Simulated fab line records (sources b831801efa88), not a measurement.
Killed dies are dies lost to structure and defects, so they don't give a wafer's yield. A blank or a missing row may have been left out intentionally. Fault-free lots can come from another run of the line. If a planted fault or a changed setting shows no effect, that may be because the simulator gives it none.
Which tool was responsible?	flow gf180mcu	13 lots with 39 wafers sampled at 5 steps, on a route of 602 steps

## WHAT THE GAUGES READ, wafer by wafer
GF_STI_THK_MEAS_24.
lot	measured	on	STI_CVD_23_THK (nm)
L841	day 2 03:23	film_metro-04	657 649 655
L845	day 2 23:56	film_metro-01	640 638 647
L847	day 3 09:45	film_metro-04	660 668 651
L849	day 3 21:13	film_metro-02	650 650 642
L850	day 4 02:13	film_metro-02	649 636 646
L851	day 4 07:15	film_metro-04	653 652 651
L852	day 4 12:50	film_metro-02	657 643 661
L854	day 5 02:00	film_metro-04	639 657 655
L855	day 5 05:25	film_metro-01	652 653 653
L856	day 5 09:30	film_metro-01	667 659 665
L857	day 5 16:47	film_metro-01	642 647 658
L858	day 5 22:59	film_metro-01	643 644 644
L862	day 6 17:47	film_metro-01	650 282 650

GF_LVPWELL_OVL_MEAS_07.
lot	measured	on	LVPWELL_OVL (nm)
L841	day 3 20:45	overlay-02	-3.5 1.4 -1.7
L845	day 4 18:37	overlay-01	-0.5 -0.7 -0.4
L847	day 5 05:20	overlay-01	0.9 -0.6 1.6
L849	day 5 17:29	overlay-02	0.2 1.1 1.5
L850	day 5 23:05	overlay-02	-2.8 -3.5 -4.5
L851	day 6 04:41	overlay-01	3.2 2.3 2.6
L852	day 6 10:16	overlay-02	-1.6 -2.1 -2.1
L854	day 7 03:24	overlay-01	0.2 0.2 0.2
L855	day 7 04:46	overlay-02	-1.7 -0.6 -0.6
L856	day 7 07:56	overlay-02	-0.5 -0.2 -0.3
L857	day 7 17:15	overlay-01	-3.6 -1.1 -3.0
L858	day 7 23:41	overlay-02	1.2 -0.4 1.0
L862	day 8 19:56	overlay-02	0.5 -0.9

GF_MVSD_OVL_MEAS_07.
lot	measured	on	MVSD_OVL (nm)
L841	day 4 10:27	overlay-02	-1.7 -3.3 -2.0
L845	day 5 08:12	overlay-02	-2.7 -2.7 -3.9
L847	day 5 20:19	overlay-02	-2.9 -1.9 -3.1
L849	day 6 08:03	overlay-02	0.0 -0.7 -0.3
L850	day 6 14:06	overlay-01	0.0 0.2 0.0
L851	day 6 19:58	overlay-02	-1.0 0.1 0.2
L852	day 7 01:42	overlay-01	0.7 1.2 1.1
L854	day 7 18:56	overlay-02	0.8 -0.4 0.3
L855	day 7 20:48	overlay-01	-0.9 -0.6 -0.5
L856	day 7 23:47	overlay-01	-2.6 0.2 0.0
L857	day 8 09:32	overlay-02	0.1 -0.2 1.0
L858	day 8 16:12	overlay-02	-3.6 -1.8 -1.4
L862	day 9 13:48	overlay-02	-0.1 0.5

## TOOL THAT RAN EACH LOT (tool first, then ch and the chambers of the sampled wafers, then the start)
lot	GF_STI_CVD_23	GF_STI_CMP_25
L841	hdpcvd-02 ch 0,1, day 2 03:18	cmp-01 ch 0,2, day 2 03:29
L845	hdpcvd-01 ch 1,2, day 2 23:51	cmp-01 ch 0,2, day 3 00:02
L847	hdpcvd-02 ch 0,1,2, day 3 09:40	cmp-01 ch 2,3, day 3 09:50
L849	hdpcvd-01 ch 0,2, day 3 21:08	cmp-02 ch 0,1,2, day 3 21:16
L850	hdpcvd-02 ch 1,2, day 4 02:09	cmp-02 ch 2,3, day 4 02:17
L851	hdpcvd-02 ch 0,2, day 4 07:10	cmp-02 ch 0,2,3, day 4 07:17
L852	hdpcvd-02 ch 0,1,2, day 4 12:45	cmp-02 ch 0,1,2, day 4 12:59
L854	hdpcvd-01 ch 0,1, day 5 01:56	cmp-01 ch 2,3, day 5 02:04
L855	hdpcvd-02 ch 0,2, day 5 05:20	cmp-02 ch 1,2,3, day 5 05:31
L856	hdpcvd-02 ch 0,2, day 5 09:25	cmp-02 ch 2,3, day 5 09:33
L857	hdpcvd-02 ch 0,1,2, day 5 16:42	cmp-01 ch 0,1,2, day 5 16:56
L858	hdpcvd-01 ch 0,1,2, day 5 22:55	cmp-02 ch 0,1, day 5 23:02
L862	hdpcvd-02 ch 1,2, day 6 17:42	cmp-01 ch 1,2, day 6 17:50
- GF_STI_CVD_23: deposits SiO2, target thk 650 nm, time 108.3 s.
- GF_STI_CMP_25: polishes, stops on Si3N4, t overpolish 33 s, target thk 524.6 nm.

## AS READ BY THE TOOLS THEMSELVES (means over the sampled wafers that have a number; for cases with no such wafer, the mark the record gives instead)
GF_STI_CVD_23.
lot	tool	pressure_mtorr (mTorr)
L841	hdpcvd-02	6.002
L845	hdpcvd-01	6.002
L847	hdpcvd-02	5.995
L849	hdpcvd-01	5.996
L850	hdpcvd-02	6.002
L851	hdpcvd-02	5.988
L852	hdpcvd-02	6.004
L854	hdpcvd-01	6.004
L855	hdpcvd-02	5.994
L856	hdpcvd-02	5.987
L857	hdpcvd-02	6.016
L858	hdpcvd-01	5.988
L862	hdpcvd-02	6.004

GF_STI_CMP_25.
lot	tool	motor_current_A (A)	slurry_flow_ml_min	time_to_endpoint_s (s)
L841	cmp-01	12.4	150.1	121
L845	cmp-01	12.4	149.6	119
L847	cmp-01	11.6	149.9	123
L849	cmp-02	12.5	149.5	120
L850	cmp-02	11.5	149.3	117
L851	cmp-02	11.9	150.5	121
L852	cmp-02	11.8	149.9	118
L854	cmp-01	11.8	149.5	131
L855	cmp-02	11.5	149.9	118
L856	cmp-02	11.3	149.9	122
L857	cmp-01	11.7	150.3	122
L858	cmp-02	13.1	149.8	119
L862	cmp-01	11.4	149.9	99

## THE ANSWER, worked out from the rows above alone
Rule: what is usual is taken from the lots themselves. Put in order of their means at a reading, lots are off if they are a third of the lots or fewer, leave a main group of 4 or more, and stand apart from it by a gap of 3 or more times the standard deviation of the main group's means; of several such gaps the widest counts. The tables above print the reading to a certain number of digits; a main group whose means all agree to those digits is not used. Also off: a lot with no number at a reading for which 4 or more lots have one. Any other lot the step has rows for is counted as sound. The gauges are gone through in route order, then the tools' own readings, and for those a lot's mean is taken as printed above. At the first step where some lot is off, the reading lying furthest off is the one used; lots without a number count as furthest.
Off: L862, at GF_STI_THK_MEAS_24 (STI_CVD_23_THK). The main group has a mean of 651 nm with a standard deviation of 6.2.
If a tool, at a process step before that reading, ran all the lots that are off and no sound lot after the first of them, it fits. The gauges at GF_STI_THK_MEAS_24 aren't tried: what is off there is off at GF_STI_CMP_25 too, on other tools, and a gauge's error can't cause that. One fits: hdpcvd-02 at GF_STI_CVD_23. A fault onset in the window from L857 (day 5 16:42, its last sound lot) to L862 (day 6 17:42, its first lot off) fits.

## WHAT HAD BEEN PUT IN BY THE SIMULATOR
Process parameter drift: hdpcvd-02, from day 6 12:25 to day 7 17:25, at GF_STI_CVD_23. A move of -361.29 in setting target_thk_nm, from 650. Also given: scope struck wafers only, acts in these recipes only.
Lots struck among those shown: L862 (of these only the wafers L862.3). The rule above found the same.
